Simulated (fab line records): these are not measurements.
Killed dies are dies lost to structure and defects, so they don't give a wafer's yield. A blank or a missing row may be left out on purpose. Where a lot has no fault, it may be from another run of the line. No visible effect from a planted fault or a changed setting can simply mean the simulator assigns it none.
fab line records    flow sky130
[record] lots = 14  wafers = 40  lastDay = 50
route steps=708 shown METAL2@485 PAD_OPEN@708
lots with no fault: from the same line, run without faults
startH: hours from the record's opening day to when the first of the lot's shown wafers began    waitH: hours from the lot's prior step to this one    " repeats the value in the row above    L1.1+2: a single row standing in for several wafers    - no value, or no start was given    * or withheld: withheld    < > ~ a bound
route shown NAME@n: NAME is a module with steps in the file, n the number in the route of the first one    usual: mean/standard deviation of fault-free wafers    same: alike in all rows    chamber/n: place in a boat    sites: readings site by site    _std_site: the values' standard deviation    _edge_site: outer sites' mean less inner sites'    radiusMm: for every site, how far away it sits from the centre of the wafer    mask NAME#n: copy n    behind: the most recent tool/chamber to have shaped the wafer    hold: why the lot went on hold/how many hours it stayed there/how the hold came to an end    device: names the non-switching transistor (n, p or np)    end of line: the same wafers' tests at the end of the route    a step with no rows: only its recipe    killed: dies lost to structure and defects at the first sort, not the wafer's yield    map: a wafer's dies, x killed, . not, _ none there
set.NAME: the run value of the setting; set.NAME@STEP: its run value at that earlier step    model.NAME: the simulator's own value behind a step, which no gauge read
one table for each step of the route and one row for each wafer, over a sample of lots
services: when a tool's chamber went out of use (startH, in hours from the record's first day, below 0 if earlier), for how many hours, and the reason
[[steps]]
[step SKY_METAL2_SPUTTER_02]
[recipe] material = AlCu  targetThkNm = 250  powerW = 10600  timeS = 13.3  chamberPressurePa = 0.4
[usual] throttleValvePct = 29.5/0.88
lot.wafer  tool           chamber  startH  waitH  throttleValvePct
L996.1     pvdSputter-03  -        793.88  0.0    29.5
L996.2     "              -        "       "      30.1
L996.6     "              -        "       "      29.7
L997.3     pvdSputter-03  -        800.57  0.0    30.0
L997.5     "              -        "       "      29.6
L997.6     "              -        "       "      30.0
L998.1     pvdSputter-01  -        813.00  0.0    29.1
L998.4     "              -        "       "      30.4
L998.6     "              -        "       "      30.4
L999.3     pvdSputter-03  -        819.25  0.0    30.1
L999.5     "              -        "       "      30.9
L999.6     "              -        "       "      29.3
L102.2     pvdSputter-03  -        838.09  0.0    28.8
L102.3     "              -        "       "      31.0
L102.4     "              -        "       "      29.5
L101.1     pvdSputter-01  -        839.59  0.0    28.9
L101.2     "              -        "       "      29.1
L101.4     "              -        "       "      29.0
L104.2     pvdSputter-04  -        859.10  0.0    27.6
L104.5     "              -        "       "      29.2
L104.6     "              -        "       "      27.9
L107.2     pvdSputter-04  -        881.12  0.0    29.0
L107.5     "              -        "       "      27.5
L107.6     "              -        "       "      29.2
L108.1     pvdSputter-03  -        884.55  0.0    30.1
L108.3     "              -        "       "      30.8
L108.6     "              -        "       "      30.3
L109.1     pvdSputter-04  -        886.62  0.0    29.9
L109.3     "              -        "       "      29.0
L109.5     "              -        "       "      29.8
L110.1     pvdSputter-01  -        902.97  0.0    29.4
L110.4     "              -        "       "      28.5
L110.5     "              -        "       "      29.2
L117.2     pvdSputter-03  -        949.12  0.0    29.3
L117.6     "              -        "       "      28.8
L118.2     pvdSputter-03  -        957.41  0.0    28.9
L118.3     "              -        "       "      29.5
L118.4     "              -        "       "      30.2
L119.2     pvdSputter-03  -        961.90  0.0    28.9
L119.3     "              -        "       "      29.7
[step SKY_METAL2_RS_MEAS_05]
[recipe] thkMeasGauge = four-point-probe  reads = TiN_of_METAL2_SPUTTER_04+Ti_of_METAL2_SPUTTER_03+AlCu_of_METAL2_SPUTTER_02+TiN_of_METAL2_SPUTTER_01+Ti_of_METAL2_SPUTTER_00
[usual] METAL2_ALCU_RS = 0.1271/0.0014
lot.wafer  tool          chamber  startH  waitH  hold                     METAL2_ALCU_RS[ohm/sq]
L996.1     filmMetro-03  -        793.97  0.0    -                        0.1278
L996.2     "             -        "       "      -                        0.1284
L996.6     "             -        "       "      -                        0.1274
L997.3     filmMetro-03  -        800.70  0.1    -                        0.1278
L997.5     "             -        "       "      -                        0.1267
L997.6     "             -        "       "      -                        0.1281
L998.1     filmMetro-03  -        813.09  0.0    -                        0.1272
L998.4     "             -        "       "      -                        0.1262
L998.6     "             -        "       "      -                        0.1269
L999.3     filmMetro-01  -        819.40  0.1    -                        0.1270
L999.5     "             -        "       "      -                        0.1272
L999.6     "             -        "       "      -                        0.1287
L102.2     filmMetro-04  -        838.20  0.0    -                        0.1285
L102.3     "             -        "       "      -                        0.1264
L102.4     "             -        "       "      -                        0.1271
L101.1     filmMetro-01  -        839.68  0.0    -                        0.1299
L101.2     "             -        "       "      -                        0.1291
L101.4     "             -        "       "      -                        0.1300
L104.2     filmMetro-01  -        859.21  0.0    -                        0.1281
L104.5     "             -        "       "      -                        0.1281
L104.6     "             -        "       "      -                        0.1278
L107.2     filmMetro-03  -        881.23  0.0    -                        0.1267
L107.5     "             -        "       "      -                        0.1286
L107.6     "             -        "       "      -                        0.1283
L108.1     filmMetro-01  -        884.64  0.0    -                        0.1265
L108.3     "             -        "       "      -                        0.1267
L108.6     "             -        "       "      -                        0.1264
L109.1     filmMetro-01  -        886.71  0.0    -                        0.1279
L109.3     "             -        "       "      -                        0.1282
L109.5     "             -        "       "      -                        0.1277
L110.1     filmMetro-04  -        903.06  0.0    -                        0.1291
L110.4     "             -        "       "      -                        0.1279
L110.5     "             -        "       "      -                        0.1273
L117.2     filmMetro-03  -        949.23  0.0    awaitDispo/0.2h/release  0.1331
L117.6     "             -        "       "      awaitDispo/0.2h/release  0.1329
L117.2     filmMetro-03  -        949.52  0.3    -                        0.1329
L117.6     "             -        "       "      -                        0.1329
L118.2     filmMetro-01  -        957.52  0.0    awaitDispo/0.2h/release  0.1369
L118.3     "             -        "       "      awaitDispo/0.2h/release  0.1288
L118.4     "             -        "       "      awaitDispo/0.2h/release  0.1273
L118.2     filmMetro-01  -        957.84  0.3    -                        0.1370
L118.3     "             -        "       "      -                        0.1285
L118.4     "             -        "       "      -                        0.1277
L119.2     filmMetro-01  -        962.02  0.0    awaitDispo/0.2h/release  0.1352
L119.3     "             -        "       "      awaitDispo/0.2h/release  0.1264
L119.2     filmMetro-01  -        962.30  0.3    -                        0.1354
L119.3     "             -        "       "      -                        0.1265
[step SKY_METAL2_THK_MEAS_06]
[recipe] thkMeasGauge = xrf  reads = AlCu_of_METAL2_SPUTTER_02
[usual] METAL2_ALCU_THK = 249.5/2.9
lot.wafer  tool          chamber  startH  waitH  hold                     METAL2_ALCU_THK[nm]
L996.1     filmMetro-03  -        794.09  0.1    -                        247.1
L996.2     "             -        "       "      -                        247.1
L996.6     "             -        "       "      -                        249.7
L997.3     filmMetro-03  -        800.80  0.1    -                        250.5
L997.5     "             -        "       "      -                        251.4
L997.6     "             -        "       "      -                        246.0
L998.1     filmMetro-03  -        813.21  0.1    -                        249.2
L998.4     "             -        "       "      -                        250.4
L998.6     "             -        "       "      -                        248.5
L999.3     filmMetro-01  -        819.50  0.1    -                        250.4
L999.5     "             -        "       "      -                        249.6
L999.6     "             -        "       "      -                        246.1
L102.2     filmMetro-04  -        838.31  0.1    -                        246.6
L102.3     "             -        "       "      -                        251.8
L102.4     "             -        "       "      -                        249.1
L101.1     filmMetro-01  -        839.80  0.1    -                        246.1
L101.2     "             -        "       "      -                        247.2
L101.4     "             -        "       "      -                        243.5
L104.2     filmMetro-01  -        859.32  0.1    -                        250.1
L104.5     "             -        "       "      -                        251.2
L104.6     "             -        "       "      -                        248.3
L107.2     filmMetro-03  -        881.34  0.1    -                        251.7
L107.5     "             -        "       "      -                        247.2
L107.6     "             -        "       "      -                        250.4
L108.1     filmMetro-01  -        884.76  0.1    -                        251.1
L108.3     "             -        "       "      -                        252.3
L108.6     "             -        "       "      -                        251.6
L109.1     filmMetro-01  -        886.83  0.1    -                        248.5
L109.3     "             -        "       "      -                        248.0
L109.5     "             -        "       "      -                        247.6
L110.1     filmMetro-04  -        903.18  0.1    -                        245.4
L110.4     "             -        "       "      -                        245.5
L110.5     "             -        "       "      -                        247.8
L117.2     filmMetro-03  -        951.49  1.9    awaitDispo/0.2h/release  237.3
L117.6     "             -        "       "      awaitDispo/0.2h/release  240.3
L117.2     filmMetro-03  -        951.80  0.3    -                        237.5
L117.6     "             -        "       "      -                        237.0
L118.2     filmMetro-01  -        962.19  4.3    awaitDispo/0.2h/release  233.0
L118.3     "             -        "       "      awaitDispo/0.2h/release  245.2
L118.4     "             -        "       "      awaitDispo/0.2h/release  249.1
L118.2     filmMetro-01  -        962.41  0.2    -                        231.3
L118.3     "             -        "       "      -                        247.9
L118.4     "             -        "       "      -                        252.2
L119.2     filmMetro-01  -        964.15  1.8    awaitDispo/0.2h/release  236.3
L119.3     "             -        "       "      awaitDispo/0.2h/release  251.3
L119.2     filmMetro-01  -        964.41  0.3    -                        235.1
L119.3     "             -        "       "      -                        253.6
[step SKY_PAD_OPEN_PROBE_99]
[usual] defectLimitedYield = 81.9/1.9  killed_at_M0_to_M3 = 45/7.3  killed_at_M4_up = 3.2/1.8  killedAtContacts = 25/5.5  killedAtFrontEnd = 15/4.2  killedAtOther = 0.3/0.69  killedDies = 89/9.4  killedOpen = 49/6.6  killedShort = 40/6.4  sort_bin_3_pad_short = 0.9/0.43  sort_bin_5_function = 10.7/1.5  sort_bin_6_memory = 6.5/1.2  sortNPass = 403/9.4  sortYieldPct = 81.9/1.9
[same] grossDies = 492  killedAtBackSide = 0  sort_bin_4_leakage[%] = 0  sort_bin_8_speed[%] = 0
lot.wafer  tool       chamber  startH   waitH  defectLimitedYield[%]  killed_at_M0_to_M3  killed_at_M4_up  killedAtContacts  killedAtFrontEnd  killedAtOther  killedDies  killedOpen  killedShort  sort_bin_3_pad_short[%]  sort_bin_5_function[%]  sort_bin_6_memory[%]  sortNPass  sortYieldPct[%]
L117.2     prober-01  -        1189.63  0.1    83.5                   29                  2                31                19                0              81          49          31           1.0                      11.4                    4.1                   411        83.5
// killed by level:class
L117.2 CONTACT:geometricParticle:open=11 VIA2:geometricParticle:open=8 LI_CONTACT:geometricParticle:open=7 LOCAL_INTERCONNECT:geometricParticle:short=7 VIA3:geometricParticle:open=6 FIELD_ISO:geometricParticle:short=5 POLY_GATE:geometricParticle:open=5 CONTACT:geometricParticle:short=4
[[services]]
tool           chamber  startH  hours  kind
pvdSputter-01  -        855.56  1.3    repair
pvdSputter-03  -        898.70  2.3    repair
pvdSputter-04  -        909.05  1.5    repair
pvdSputter-04  -        952.46  1.3    repair
[[key]]
[firstSign] step = SKY_METAL2_RS_MEAS_05  reading = visit  direction = added
[effect] step = SKY_METAL2_RS_MEAS_05  reading = METAL2_ALCU_RS  direction = up  sigmas = 5.4  usual = 0.1271  struck = 0.1345
[effect] step = SKY_METAL2_THK_MEAS_06  reading = visit  direction = added
metAt SKY_METAL2_SPUTTER_02
struckLots L117,L118,L119
struckWafers L117.2,L117.6,L118.2,L119.2
onsetBetween 884.55 949.12
[fault] kind = processParameterDrift  tool = pvdSputter-03  chamber = -  onsetH = 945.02  steps = SKY_METAL2_SPUTTER_02  channel = timeS  offset = *  shape = step  endH = 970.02  scope = struckWafersOnly  actsIn = *  stated = *
